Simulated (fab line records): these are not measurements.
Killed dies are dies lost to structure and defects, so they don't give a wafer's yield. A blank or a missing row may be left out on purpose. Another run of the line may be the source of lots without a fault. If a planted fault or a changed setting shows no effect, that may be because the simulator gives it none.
Matching of chambers || flow gf180mcu || 4 sister chambers for GF_V4_CMP_26 on cmp-01
The step polishes, stops on SiO2, t overpolish 15 s, target thk 0 nm. 20 wafers are shown with their chamber, then 10 later ones without.

== EACH WAFER AND ITS CHAMBER ==
{"wafer": "L610.2", "chamber": 2, "motorCurrentA (A)": 12.3, "timeToEndpointS (s)": 81, "overpolishRunS (s)": 14.995}
{"wafer": "L610.5", "chamber": 1, "motorCurrentA (A)": 11.1, "timeToEndpointS (s)": 83, "overpolishRunS (s)": 15.002}
{"wafer": "L610.6", "chamber": 2, "motorCurrentA (A)": 12.1, "timeToEndpointS (s)": 78, "overpolishRunS (s)": 15.012}
{"wafer": "L611.1", "chamber": 2, "motorCurrentA (A)": 12.7, "timeToEndpointS (s)": 81, "overpolishRunS (s)": 14.996}
{"wafer": "L611.5", "chamber": 1, "motorCurrentA (A)": 10.7, "timeToEndpointS (s)": 82, "overpolishRunS (s)": 15.013}
{"wafer": "L611.6", "chamber": 2, "motorCurrentA (A)": 12.5, "timeToEndpointS (s)": 80, "overpolishRunS (s)": 14.984}
{"wafer": "L615.1", "chamber": 3, "motorCurrentA (A)": 12.0, "timeToEndpointS (s)": 82, "overpolishRunS (s)": 15.004}
{"wafer": "L615.2", "chamber": 2, "motorCurrentA (A)": 12.5, "timeToEndpointS (s)": 78, "overpolishRunS (s)": 14.999}
{"wafer": "L615.4", "chamber": 0, "motorCurrentA (A)": 10.4, "timeToEndpointS (s)": 81, "overpolishRunS (s)": 15.009}
{"wafer": "L621.1", "chamber": 1, "motorCurrentA (A)": 10.2, "timeToEndpointS (s)": 86, "overpolishRunS (s)": 14.997}
{"wafer": "L621.3", "chamber": 2, "motorCurrentA (A)": 12.1, "timeToEndpointS (s)": 79, "overpolishRunS (s)": 15.005}
{"wafer": "L621.6", "chamber": 2, "motorCurrentA (A)": 12.6, "timeToEndpointS (s)": 85, "overpolishRunS (s)": 14.991}
{"wafer": "L622.1", "chamber": 3, "motorCurrentA (A)": 12.4, "timeToEndpointS (s)": 80, "overpolishRunS (s)": 15.009}
{"wafer": "L622.3", "chamber": 1, "motorCurrentA (A)": 10.8, "timeToEndpointS (s)": 87, "overpolishRunS (s)": 15.004}
{"wafer": "L622.6", "chamber": 2, "motorCurrentA (A)": 12.0, "timeToEndpointS (s)": 83, "overpolishRunS (s)": 15.003}
{"wafer": "L623.4", "chamber": 0, "motorCurrentA (A)": 10.0, "timeToEndpointS (s)": 84, "overpolishRunS (s)": 15.002}
{"wafer": "L623.5", "chamber": 1, "motorCurrentA (A)": 11.1, "timeToEndpointS (s)": 84, "overpolishRunS (s)": 14.991}
{"wafer": "L623.6", "chamber": 0, "motorCurrentA (A)": 9.7, "timeToEndpointS (s)": 84, "overpolishRunS (s)": 14.989}
{"wafer": "L625.1", "chamber": 0, "motorCurrentA (A)": 9.6, "timeToEndpointS (s)": 84, "overpolishRunS (s)": 14.986}
{"wafer": "L625.5", "chamber": 3, "motorCurrentA (A)": 12.1, "timeToEndpointS (s)": 82, "overpolishRunS (s)": 14.991}

SIGNATURES (means of the wafers above)
{"reading": "motorCurrentA", "chamber 0": 9.925, "chamber 1": 10.780, "chamber 2": 12.350, "chamber 3": 12.167, "scatter within a chamber": 0.306}
{"reading": "timeToEndpointS", "chamber 0": 83.25, "chamber 1": 84.40, "chamber 2": 80.62, "chamber 3": 81.33, "scatter within a chamber": 2.07}
{"reading": "overpolishRunS", "chamber 0": 14.99650, "chamber 1": 15.00140, "chamber 2": 14.99812, "chamber 3": 15.00133, "scatter within a chamber": 0.0091}
Rule: a wafer's distance from a chamber is the root of the sum, over the readings, of the square of ((its reading less the chamber's mean) divided by the reading's scatter). If the next closest chamber is less than 2 further off than the closest, the wafer can't be placed; otherwise it belongs to the closest. The scatter: take each reading less its chamber's mean, square it, sum over the shown wafers, divide by the number of wafers less the number of chambers, and take the root.

== WAFERS WHOSE CHAMBER IS MISSING ==
{"wafer": "L625.6", "motorCurrentA (A)": 10.5, "timeToEndpointS (s)": 84, "overpolishRunS (s)": 15.007}
{"wafer": "L626.2", "motorCurrentA (A)": 12.4, "timeToEndpointS (s)": 83, "overpolishRunS (s)": 14.992}
{"wafer": "L626.4", "motorCurrentA (A)": 10.3, "timeToEndpointS (s)": 83, "overpolishRunS (s)": 14.997}
{"wafer": "L626.5", "motorCurrentA (A)": 10.8, "timeToEndpointS (s)": 81, "overpolishRunS (s)": 14.998}
{"wafer": "L627.1", "motorCurrentA (A)": 10.4, "timeToEndpointS (s)": 89, "overpolishRunS (s)": 14.994}
{"wafer": "L627.2", "motorCurrentA (A)": 12.0, "timeToEndpointS (s)": 85, "overpolishRunS (s)": 15.012}
{"wafer": "L627.6", "motorCurrentA (A)": 12.2, "timeToEndpointS (s)": 88, "overpolishRunS (s)": 14.993}
{"wafer": "L630.3", "motorCurrentA (A)": 10.2, "timeToEndpointS (s)": 86, "overpolishRunS (s)": 15.010}
{"wafer": "L630.4", "motorCurrentA (A)": 12.7, "timeToEndpointS (s)": 85, "overpolishRunS (s)": 14.994}
{"wafer": "L630.6", "motorCurrentA (A)": 10.7, "timeToEndpointS (s)": 87, "overpolishRunS (s)": 14.999}

== CHAMBER TAKEN BY EACH ==
{"wafer": "L625.6", "from the rows above": "can't be placed: 1 or 0", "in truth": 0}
{"wafer": "L626.2", "from the rows above": "can't be placed: 2 or 3", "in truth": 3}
{"wafer": "L626.4", "from the rows above": "can't be placed: 0 or 1", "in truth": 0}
{"wafer": "L626.5", "from the rows above": "can't be placed: 1 or 0", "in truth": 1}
{"wafer": "L627.1", "from the rows above": "can't be placed: 1 or 0", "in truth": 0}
{"wafer": "L627.2", "from the rows above": "can't be placed: 3 or 2 or 1", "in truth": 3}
{"wafer": "L627.6", "from the rows above": "can't be placed: 3 or 2 or 1", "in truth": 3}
{"wafer": "L630.3", "from the rows above": "can't be placed: 0 or 1", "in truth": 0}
{"wafer": "L630.4", "from the rows above": "can't be placed: 2 or 3", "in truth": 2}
{"wafer": "L630.6", "from the rows above": "can't be placed: 1 or 0", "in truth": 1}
Correctly placed: 0 of 10. Cannot be placed on the basis of these rows: 10; the candidates contain the true chamber in 10. Wrongly placed: 0.
